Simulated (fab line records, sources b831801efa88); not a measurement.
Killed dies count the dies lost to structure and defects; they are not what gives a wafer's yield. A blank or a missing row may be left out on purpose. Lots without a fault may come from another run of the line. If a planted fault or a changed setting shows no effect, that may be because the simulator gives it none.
Problem report, 8D (eight disciplines) form, completed by code ; flow sky130 ; the parts of the form that need people (team, actions taken, sign-off) are left out

## 1. WHAT WENT WRONG
SKY_PASSIVATION_ETCH_11, runLengthS: mean 181.1 s over 1 wafer from 1 lot; wafers with no fault: 189.6 s, standard deviation 0.47. That is -18 standard deviations from the usual mean.
The step: etches the open film in CF4/O2, stops on AlCu, target depth 725 nm, time 161.1 s.
First seen on wafer L343.5, day 49 08:52, on rieDiel-01. Wafers with a number at this step in the record: 32, from 11 lots. Rule for "out", or "out of limits": more than 4 standard deviations from the usual mean. All remaining wafers that have a number are taken as sound.

## 2. WHAT IT IS; WHAT IT IS NOT
question;is;is not
which readings at this step;runLengthS;O2_flow_sccm, drypumpMotorCurrentA, throttleValvePct
which lots;L343;L324, L326, L328, L330, L331, L333, L334, L345, L346, L347
which wafers of those lots;L343.5;L343.4
read on which tools;rieDiel-01;rieDiel-02, rieDiel-03
when;from day 49 08:52;"up to then (22 sound wafers); but 9 sound wafers of L345, L346, L347 came after"

## 3. THE SUSPECTS, EACH WITH WHAT RULES IT OUT
Counting: a tool at a process step up to the reading stays a suspect if it ran every lot that is out. Sound lots after the first of them don't rule it out here, since some wafers of a struck lot are sound.
- plasmaAsher-04 at SKY_METAL1_STRIP_20 (strips in O2/N2): kept. The lot that is out, L343, ran on it at day 38 17:39; the last sound lot it ran before that was L334, at day 36 00:23.
- pvdSputter-03 at SKY_METAL2_SPUTTER_00 (material Ti, target thk 15 nm, time 10 s): kept. The lot that is out, L343, ran on it at day 39 20:54; the last sound lot it ran before that was L333, at day 37 02:10.
- rieDiel-01 at SKY_PASSIVATION_ETCH_11 (etches the open film in CF4/O2, stops on AlCu, target depth 725 nm, time 161.1 s): kept. The lot that is out, L343, ran on it at day 49 08:52; the last sound lot it ran before that was L333, at day 47 06:07. Its own runLengthS readings are out on those wafers.
- At SKY_METAL1_STRIP_20 on plasmaAsher-04, chamber 1 took the sound wafers of the same lots and chamber 0 took the wafers that are out.
The count leaves plasmaAsher-04 at SKY_METAL1_STRIP_20, pvdSputter-03 at SKY_METAL2_SPUTTER_00, and rieDiel-01 at SKY_PASSIVATION_ETCH_11.

## 4. THE CAUSE (what the simulator had put in)
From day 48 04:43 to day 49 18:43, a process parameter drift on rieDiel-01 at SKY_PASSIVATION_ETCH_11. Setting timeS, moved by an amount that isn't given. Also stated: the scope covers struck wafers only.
After counting, 3 suspects remain, this tool included.

## 5. THE CHAIN OF EFFECTS, in route order
Each row: a reading where the mean over the struck wafers with a number is more than 3 standard deviations away from the usual. Only readings whose record carries a usual standard deviation are examined. hours: median over the lots of the time between each lot's start at the first step of this table that gives one and its start at this step. sigmas: the change, counted in usual standard deviations.
hours;step;reading;usual;on struck wafers;change;sigmas
0;SKY_PASSIVATION_ETCH_11;runLengthS;189.6 s;181.1;-8.5;-18
The process steps in it:
- SKY_PASSIVATION_ETCH_11: etches the open film in CF4/O2, stops on AlCu, target depth 725 nm, time 161.1 s.

## 6. WHAT WOULD HAVE CAUGHT IT SOONER
The fault began at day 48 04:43; the first out-of-limits reading in this record came at day 49 08:52, 28 hours later.
